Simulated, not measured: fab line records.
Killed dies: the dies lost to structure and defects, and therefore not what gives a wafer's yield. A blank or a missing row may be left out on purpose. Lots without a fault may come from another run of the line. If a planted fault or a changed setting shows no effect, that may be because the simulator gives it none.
Matching of chambers    flow gf180mcu    GF_CONTACT_CMP_04 on cmp-01: 4 sister chambers
The step polishes SiO2. 14 wafers are shown with their chamber, then 7 later ones without.

## WAFERS PAIRED WITH THEIR CHAMBERS
wafer   chamber  motor current A (A)  time to endpoint s (s)  slurry filter dp kPa (kPa)
L203.3  1        12.4                 105                     13.23
L203.4  0        12.3                 109                     13.48
L203.6  2        14.1                 119                     13.83
L204.1  0        11.2                 109                     13.37
L204.5  2        13.7                 113                     13.21
L204.6  1        12.6                 110                     13.51
L210.2  0        12.2                 110                     13.70
L210.4  3        11.4                 111                     13.20
L210.6  1        12.2                 112                     13.24
L211.1  3        10.6                 109                     13.40
L211.5  1        12.5                 109                     13.67
L211.6  2        13.9                 112                     13.51
L216.3  1        12.3                 99                      13.40
L216.5  1        12.7                 107                     13.55

SIGNATURES (means of the wafers above)
reading               chamber 0  chamber 1  chamber 2  chamber 3  scatter within a chamber
motor current A       11.900     12.450     13.900     11.000     0.363
time to endpoint s    109.33     107.00     114.67     110.00     3.71
slurry filter dp kPa  13.5167    13.4333    13.5167    13.3000    0.206
Rule: for each reading, subtract the chamber's mean from the wafer's reading, divide by that reading's scatter and square the result; add these up over the readings and take the root, which gives the wafer's distance from the chamber. If the next closest chamber is less than 2 further off than the closest, the wafer can't be placed; otherwise it belongs to the closest. The scatter: take each reading less its chamber's mean, square it, sum over the shown wafers, divide by the number of wafers less the number of chambers, and take the root.

## WAFERS WITH NO CHAMBER GIVEN
wafer   motor current A (A)  time to endpoint s (s)  slurry filter dp kPa (kPa)
L216.6  13.9                 106                     13.54
L223.2  10.8                 109                     13.40
L223.3  14.3                 109                     13.77
L223.4  12.4                 113                     13.58
L225.2  14.1                 106                     13.55
L225.3  12.2                 105                     13.48
L225.5  14.6                 108                     13.39

## EACH ONE'S CHAMBER
wafer   from the rows above      in truth
L216.6  can't be placed: 2 or 1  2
L223.2  3                        3
L223.3  2                        2
L223.4  can't be placed: 0 or 1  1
L225.2  2                        2
L225.3  can't be placed: 1 or 0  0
L225.5  2                        2
Placed correctly: 4 of 7. Cannot be placed on the basis of these rows: 3; the candidates contain the true chamber in 3. Placed wrongly: 0.
